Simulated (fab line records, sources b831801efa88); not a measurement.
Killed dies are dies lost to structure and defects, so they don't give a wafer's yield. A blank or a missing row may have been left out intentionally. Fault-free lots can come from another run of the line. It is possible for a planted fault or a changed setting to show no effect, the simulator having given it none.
Code-filled problem report in 8D (eight disciplines) form | flow sky130 | the parts of the form that need people (team, actions taken, sign-off) are left out

## 1. THE ISSUE
SKY_LOCAL_INTERCONNECT_STRIP_16, run length s: mean 1288 s on 3 wafers (1 lot); fault-free wafers 1230 s, standard deviation 3.8. That puts it +15 standard deviations away from the usual mean.
The step: strips in post etch residue remover, time 1200 s.
First seen on wafer L830.4, day 34 22:04, on wet bench-04. At this step, 39 wafers from 13 lots have a number in the record. Rule for "out" (also "out of limits"): further than 4 standard deviations from the usual mean. All remaining wafers that have a number are taken as sound.

## 2. WHAT IT IS, WHAT IT ISN'T
question                    | is                     | is not
which readings at this step | run length s           | -
which lots                  | L830                   | L818, L819, L820, L821, L822, L824, L826, L829, L837, L839, L840, L841
which wafers of those lots  | all that have a number | -
read on which tools         | wet bench-04           | wet bench-02, wet bench-03
when                        | from day 34 22:04      | up to then (24 sound wafers); but 12 sound wafers of L837, L839, L840, L841 came after

## 3. WHAT RULES OUT EACH SUSPECT
Counting: a tool at a process step up to the reading stays a suspect if it ran every lot that is out and no sound lot after the first of them.
- wet bench-04 at SKY_LOCAL_INTERCONNECT_STRIP_16 (strips in post etch residue remover, time 1200 s): kept. It ran the lot that is out, L830 (day 34 22:04), and no sound lot after that; its last sound lot up to then is L824 (day 32 14:34). On those wafers its own readings are out: run length s.
Left after counting: wet bench-04 at SKY_LOCAL_INTERCONNECT_STRIP_16.

## 4. THE CAUSE (what the simulator had put in)
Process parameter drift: wet bench-04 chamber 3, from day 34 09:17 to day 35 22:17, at SKY_LOCAL_INTERCONNECT_STRIP_16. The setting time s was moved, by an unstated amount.
This tool alone remained once counting was done.

## 5. THE CHAIN OF EFFECTS, in route order
Each row: a reading where the mean over the struck wafers with a number is more than 3 standard deviations away from the usual. Scope: only readings with a usual standard deviation given in the record; hours: median across lots of the time from each lot's start at the first step in this table that gives one to its start at this step; sigmas: change in usual standard deviations.
hours | step                            | reading      | usual  | on struck wafers | change | sigmas
0     | SKY_LOCAL_INTERCONNECT_STRIP_16 | run length s | 1230 s | 1288             | +58    | +15
The process steps in it:
- SKY_LOCAL_INTERCONNECT_STRIP_16: strips in post etch residue remover, time 1200 s.

## 6. WHAT WOULD HAVE CAUGHT IT SOONER
13 hours passed between the start of the fault at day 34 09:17 and the first reading out of limits in this record, taken at day 34 22:04.
